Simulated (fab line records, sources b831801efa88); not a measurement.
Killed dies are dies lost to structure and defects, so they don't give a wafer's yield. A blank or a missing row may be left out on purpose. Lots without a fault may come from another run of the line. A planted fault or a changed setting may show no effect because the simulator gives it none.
Which tool did it? | flow gf180mcu | 7 lots, 21 wafers sampled, at 1 step of a route of 602

WHAT THE GAUGES READ, wafer by wafer
GF_STI_CD_MEAS_12: target cd 220 nm.
lot  | measured    | on        | cd_nm (nm)
L225 | day 3 03:20 | cd_sem-02 | 221.9 221.8 222.6
L227 | day 3 12:54 | cd_sem-01 | 219.2 221.1 220.5
L235 | day 5 08:33 | cd_sem-02 | 221.6 222.2 221.0
L237 | day 5 18:02 | cd_sem-01 | 219.9 218.8 218.5
L239 | day 6 03:13 | cd_sem-01 | 218.4 218.6 219.6
L241 | day 6 13:18 | cd_sem-01 | 219.3 219.7 220.5
L243 | day 7 00:13 | cd_sem-02 | 216.8 218.0 216.5

WHICH TOOL RAN EACH LOT (tool, then ch and the chambers of the sampled wafers, then the start)
The record holds no process step before these readings.

THE ANSWER, worked out from the rows above alone
Rule: what is usual is taken from the lots themselves. Put in order of their means at a reading, lots are off if they are a third of the lots or fewer, leave a main group of 4 or more, and stand apart from it by a gap of 3 or more times the standard deviation of the main group's means; of several such gaps the widest counts. A main group whose means are all the same, to the digits that the tables above print for the reading, isn't used. A lot without any number at a reading at which 4 lots or more have one is off too. The other lots that the step has rows for count as sound.
No lot is off at any reading shown: from this, nothing can be told.

WHAT THE SIMULATOR HAD PUT IN
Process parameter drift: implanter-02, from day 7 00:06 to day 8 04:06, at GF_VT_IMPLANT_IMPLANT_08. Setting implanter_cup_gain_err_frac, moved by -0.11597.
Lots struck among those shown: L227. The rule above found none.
